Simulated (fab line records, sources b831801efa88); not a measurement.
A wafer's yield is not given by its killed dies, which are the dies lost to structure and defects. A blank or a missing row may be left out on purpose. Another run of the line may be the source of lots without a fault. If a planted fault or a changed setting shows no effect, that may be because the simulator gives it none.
Which tool was responsible? / flow gf180mcu / 6 lots with 18 wafers sampled at 4 steps, on a route of 602 steps

WHAT THE GAUGES READ, wafer by wafer
GF_M2_CD_MEAS_14: target cd 280 nm.
lot=L645; measured=day 19 21:53; on=cd sem-01; cd nm (nm)=280.7 280.7 280.7
lot=L647; measured=day 21 03:14; on=cd sem-02; cd nm (nm)=281.6 280.8 280.8
lot=L649; measured=day 21 10:13; on=cd sem-01; cd nm (nm)=278.5 279.5 280.2
lot=L651; measured=day 22 10:13; on=cd sem-02; cd nm (nm)=281.4 281.3 279.8
lot=L660; measured=day 25 20:58; on=cd sem-02; cd nm (nm)=257.3 269.3 264.2
lot=L665; measured=day 26 22:37; on=cd sem-02; cd nm (nm)=280.0 281.9 280.0

EACH LOT AND THE TOOL THAT RAN IT (in order: tool; ch and the chambers of the sampled wafers; start)
lot=L645; GF_CONTACT_CMP_04=cmp-02 ch 1,2, day 15 17:55; GF_M2_SPUTTER_00=pvd sputter-04, day 18 21:08; GF_M2_EXPOSE_11=krf scanner-02 ch 0, day 19 09:08
lot=L647; GF_CONTACT_CMP_04=cmp-02 ch 0,2,3, day 16 20:47; GF_M2_SPUTTER_00=pvd sputter-03, day 20 02:28; GF_M2_EXPOSE_11=krf scanner-01 ch 0, day 20 14:48
lot=L649; GF_CONTACT_CMP_04=cmp-01 ch 0,1,3, day 17 04:01; GF_M2_SPUTTER_00=pvd sputter-04, day 20 09:47; GF_M2_EXPOSE_11=krf scanner-02 ch 0, day 20 22:36
lot=L651; GF_CONTACT_CMP_04=cmp-02 ch 1,3, day 18 04:20; GF_M2_SPUTTER_00=pvd sputter-04, day 21 10:23; GF_M2_EXPOSE_11=krf scanner-02 ch 0, day 21 22:37
lot=L660; GF_CONTACT_CMP_04=cmp-01 ch 2,3, day 21 20:05; GF_M2_SPUTTER_00=pvd sputter-02, day 24 23:07; GF_M2_EXPOSE_11=krf scanner-01 ch 0, day 25 09:48
lot=L665; GF_CONTACT_CMP_04=cmp-01 ch 0,1, day 23 01:44; GF_M2_SPUTTER_00=pvd sputter-03, day 26 01:36; GF_M2_EXPOSE_11=krf scanner-02 ch 0, day 26 11:58
- GF_CONTACT_CMP_04: polishes SiO2.
- GF_M2_SPUTTER_00: material Ti, target thk 37.5 nm, time 150 s.
- GF_M2_EXPOSE_11: exposes mask Metal2, target cd 280 nm.

THE ANSWER, worked out from the rows above alone
Rule: usual is defined by the lots themselves. The widest of any qualifying gaps counts: lots, ordered by their means at a reading, are off when they make up no more than a third of the lots, leave a main group of 4 or more, and stand apart from it by 3 or more times the standard deviation of that group's means. A main group whose means are all the same, to the digits that the tables above print for the reading, isn't used. Also off: a lot with no number at a reading for which 4 or more lots have one. Where the step has rows for the other lots, those lots are counted as sound.
Off: L660, at GF_M2_CD_MEAS_14 (cd nm). For the main group the mean is 280.5 nm and the standard deviation 0.58.
If a tool, at a process step before that reading, ran all the lots that are off and no sound lot after the first of them, it fits. Gauges at GF_M2_CD_MEAS_14: tried the same way as those tools. This does not decide it: 2 tools fit, namely pvd sputter-02 at GF_M2_SPUTTER_00 and krf scanner-01 at GF_M2_EXPOSE_11.

WHAT THE SIMULATOR HAD INSERTED
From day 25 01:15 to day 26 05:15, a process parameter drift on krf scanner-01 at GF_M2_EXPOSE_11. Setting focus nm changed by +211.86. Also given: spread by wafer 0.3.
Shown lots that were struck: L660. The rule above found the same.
